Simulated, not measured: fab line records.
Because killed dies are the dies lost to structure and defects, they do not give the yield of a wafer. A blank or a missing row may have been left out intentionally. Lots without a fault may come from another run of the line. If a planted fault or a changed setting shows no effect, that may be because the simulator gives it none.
What tool caused it? -- flow sky130 -- 6 lots, 18 wafers sampled, at 1 step of a route of 708

== WHAT THE GAUGES READ, wafer by wafer ==
SKY_VIA1_OVL_MEAS_13.
lot,measured,on,VIA1_OVL (nm)
L589,day 34 12:25,overlay-01,0 -3 2
L592,day 35 12:44,overlay-02,-3 0 13
L595,day 36 06:44,overlay-02,-2 -3 3
L597,day 37 04:34,overlay-01,3 10 4
L601,day 38 11:53,overlay-02,-5 -9 -2
L603,day 39 23:25,overlay-02,18 10 16

== TOOL THAT RAN EACH LOT (tool first, then ch and the chambers of the sampled wafers, then the start) ==
The record shows no process step preceding these readings.

== THE ANSWER, worked out from the rows above alone ==
Rule: the lots themselves supply what counts as usual. Put in order of their means at a reading, lots are off if they are a third of the lots or fewer, leave a main group of 4 or more, and stand apart from it by a gap of 3 or more times the standard deviation of the main group's means; of several such gaps the widest counts. Not used: any main group whose means are identical at the precision the tables above print for the reading. A lot without any number at a reading at which 4 lots or more have one is off too. Any other lot the step has rows for is counted as sound.
No lot is off at any reading shown: from this, nothing can be told.

== WHAT HAD BEEN PUT IN BY THE SIMULATOR ==
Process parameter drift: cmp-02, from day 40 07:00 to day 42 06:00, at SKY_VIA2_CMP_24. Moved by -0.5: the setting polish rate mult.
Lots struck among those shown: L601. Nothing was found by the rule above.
